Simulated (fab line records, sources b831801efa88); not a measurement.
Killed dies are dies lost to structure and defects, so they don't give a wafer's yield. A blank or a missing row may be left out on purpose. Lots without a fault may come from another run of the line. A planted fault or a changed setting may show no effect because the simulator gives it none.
One fault seen from 2 desks | flow gf180mcu | each desk has only its own numbers; what lay behind them comes last

THE TOOL OWNER'S DESK: pvd_sputter-03
The tool's own readings at GF_M4_SPUTTER_00 (material Ti, target thk 37.5 nm, time 150 s): means of the sampled wafers that have a number, for each lot that ran on this tool. A lot is out of limits, marked OUT, if its mean lies more than 4 standard deviations from the usual mean; the brackets give that distance.
Columns: A = throttle_valve_pct at GF_M4_SPUTTER_00, usual 30.4 %
lot  | first seen here | A
L613 | day 23 01:11    | 30.7
L623 | day 26 17:28    | 29.9
This desk's finding: nothing out of limits on any of the 2 lots.

THE METROLOGY DESK
What the gauges read, lot by lot, whatever tool the lot ran on: means of the sampled wafers that have a number. A lot is out of limits, marked OUT, if its mean lies more than 4 standard deviations from the usual mean; the brackets give that distance.
Columns: A = V3_OVL at GF_V3_OVL_MEAS_15, usual -2 nm; B = V3_W_RS at GF_V3_RS_MEAS_24, usual 0.326 ohm/sq; C = V3_W_THK at GF_V3_THK_MEAS_25, usual 361 nm
lot  | first seen here | A   | B     | C
L613 | day 22 23:43    | 0   | 0.331 | 360
L615 | day 23 21:34    | 2   | 0.327 | 359
L623 | day 26 16:03    | -10 | 0.325 | 362
L627 | day 28 07:53    | -5  | 0.331 | 353
L629 | day 28 08:46    | -3  | 0.327 | 354
This desk's finding: nothing out of limits on any of the 5 lots.

PUT TOGETHER
The tool owner's desk saw nothing out of limits.
The metrology desk saw nothing out of limits.

WHAT THE SIMULATOR HAD PUT IN
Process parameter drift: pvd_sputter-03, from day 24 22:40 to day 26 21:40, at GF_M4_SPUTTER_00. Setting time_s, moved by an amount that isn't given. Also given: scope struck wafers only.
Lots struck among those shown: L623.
